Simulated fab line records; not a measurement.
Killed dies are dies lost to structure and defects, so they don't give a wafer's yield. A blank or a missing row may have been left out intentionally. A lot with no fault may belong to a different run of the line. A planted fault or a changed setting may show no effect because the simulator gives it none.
Matching of chambers	flow sky130	4 sister chambers for SKY_VIA3_ETCH_15 on rie_diel-03
The step etches SiO2 in C4F8/O2/Ar, stops on TiN, target depth 507 nm, time 78 s. 4 wafers are shown with their chamber, then 8 later ones without.

## WAFERS WITH THEIR CHAMBER
wafer	chamber	oes_product_au (a.u.)
L086.6	1	0.946
L088.4	2	0.939
L092.4	0	0.948
L094.1	3	0.952

## WAFERS MISSING THEIR CHAMBER
wafer	oes_product_au (a.u.)
L094.2	0.950
L094.5	0.941
L096.2	0.949
L096.4	0.951
L096.5	0.938
L097.1	0.957
L097.2	0.937
L097.3	0.946

## EACH ONE'S CHAMBER
wafer	from the rows above	in truth
L094.2	can't be placed: 0 or 3 or 1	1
L094.5	can't be placed: 2 or 1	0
L096.2	can't be placed: 0 or 1 or 3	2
L096.4	can't be placed: 3 or 0 or 1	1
L096.5	2	2
L097.1	can't be placed: 3 or 0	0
L097.2	2	2
L097.3	can't be placed: 1 or 0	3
2 of 8 placed correctly. These rows do not allow placing 6 (true chamber among the candidates in 3). Wrongly placed: 0.
How it was worked out, from the rows above alone: a wafer's distance from a chamber is the root of the sum, over the readings, of the square of ((its reading less the chamber's mean) divided by the reading's scatter). The wafer belongs to the nearest chamber; if the next one is less than 2 further off, it can't be placed. The mean given for a chamber averages the wafers shown for that chamber. The scatter: with one shown wafer a chamber, the root of the mean of the squares of how far each hidden wafer lies from its nearest shown one.
